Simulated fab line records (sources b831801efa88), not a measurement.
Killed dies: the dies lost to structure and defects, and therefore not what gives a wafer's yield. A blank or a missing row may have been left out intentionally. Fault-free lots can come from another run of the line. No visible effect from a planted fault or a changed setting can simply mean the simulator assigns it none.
Split-lot study    flow sfq_line    on a route of 325 steps: 5 lots, 10 wafers read

== ON THE SPLIT ==
At SFQ_TRILAYER_JJ_CE_LITHO_COAT_119 (resist thk 62 nm), the setting spin_rpm was moved away from the recipe's 3000 rpm on 3 of the 10 wafers read, by -4.2% to +5.4%. The other wafers ran this setting at the recipe's value.

Between the split and the reading, the file records no step.

== THE READING ==
etch.depth_nm (the simulator's own value, which no gauge read), in nm, at SFQ_TRILAYER_JJ_CE_BARC_OPEN_RIE_150 (chemistry O2, target BARC, target depth 240 nm, time 80 s). There is no usual value for it anywhere in the file. Average 62.01 nm, standard deviation 0.19 nm, over the 7 wafers here run with the recipe.

wafer   tool, chamber at the split  spin_rpm as run, rpm  against the recipe  etch.depth_nm, nm  against lot-mates on the recipe
L074.2  litho_track-03, 0           2875                  -4.2%               62.96              +1.33
L074.5  litho_track-03, 0           3000                  recipe              61.63              -
L079.1  litho_track-04, 0           3000                  recipe              61.86              -
L079.3  litho_track-04, 0           3000                  recipe              62.06              -
L079.6  litho_track-04, 0           3000                  recipe              62.01              -
L081.1  litho_track-04, 0           2930                  -2.3%               62.57              no lot-mate on the recipe
L084.5  litho_track-03, 0           3000                  recipe              62.21              -
L084.6  litho_track-03, 0           3000                  recipe              62.12              -
L085.3  litho_track-04, 0           3161                  +5.4%               60.48              -1.69
L085.5  litho_track-04, 0           3000                  recipe              62.17              -

FIT RESULTS
A straight line over all 10 wafers: etch.depth_nm changes by -0.262 nm for each +1% of spin_rpm; r = -0.96; the points scatter about the line by 0.19 nm.
The same after taking each lot's own level away (the mean of its wafers on the recipe; 9 wafers): -0.317 nm for each +1%; r = -1.00; scatter 0.061 nm.
Per that fit: largest spin_rpm move, reading shift of 1.7 nm.
From 61.630 to 62.170 nm: that is the span of the lots' own levels, equal to 2.9 times the standard deviation above.
Hence the slope depends on the lot-to-lot level, as the two fits are not the same.
Check: for one of the wafers moved furthest among these (+5.4%), held out of the fit, the line's prediction against its lot-mates is -1.71 nm. Against them it came out at -1.69 nm.

== OTHER SPLITS APPLIED TO THESE WAFERS ==
Note: prior to the reading, these wafers also went through further splits. Each is held against what the fit with the lots' levels taken away leaves over:
other split on the same wafers                    wafers away from the commonest value  r with etch.depth_nm (lot level and that fit taken away)
SFQ_TRILAYER_I3_VIA_LITHO_COAT_085 spin_rpm       0                                     -
SFQ_TRILAYER_I3_VIA_LITHO_PEB_088 peb_temp_c      4                                     +0.08
SFQ_TRILAYER_M4_DEP_SPUTTER_091 time_s            0                                     -
SFQ_TRILAYER_M4_LITHO_PEB_096 peb_temp_c          6                                     -0.01
SFQ_TRILAYER_M4_BARC_OPEN_METAL_ETCH_123 time_s   2                                     -0.11
SFQ_TRILAYER_I4_VIA_LITHO_COAT_108 spin_rpm       3                                     +0.26
SFQ_TRILAYER_I4_VIA_LITHO_PEB_106 peb_temp_c      3                                     +0.21
SFQ_TRILAYER_JJ_TRILAYER_DEP_SPUTTER_110 power_w  0                                     -

== THE WHOLE CHAIN: every reading that the file lists as answering this split, in the file's order ==
step                                  what it does                                               reading                                                                                        change (the file's fit)                r (the file's)
SFQ_TRILAYER_JJ_CE_LITHO_COAT_119     resist thk 62 nm                                           BARC_of_TRILAYER_JJ_CE_LITHO_COAT_119.thk_nm (the simulator's own value, which no gauge read)  -0.317 nm for each +1% of the setting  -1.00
SFQ_TRILAYER_JJ_CE_BARC_OPEN_RIE_150  chemistry O2, target BARC, target depth 240 nm, time 80 s  etch.depth_nm (the simulator's own value, which no gauge read)                                 -0.317 nm for each +1% of the setting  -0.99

== THE FILE'S OWN FIT ==
etch.depth_nm changes by -0.317 nm for each +1% of spin_rpm, r = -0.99.
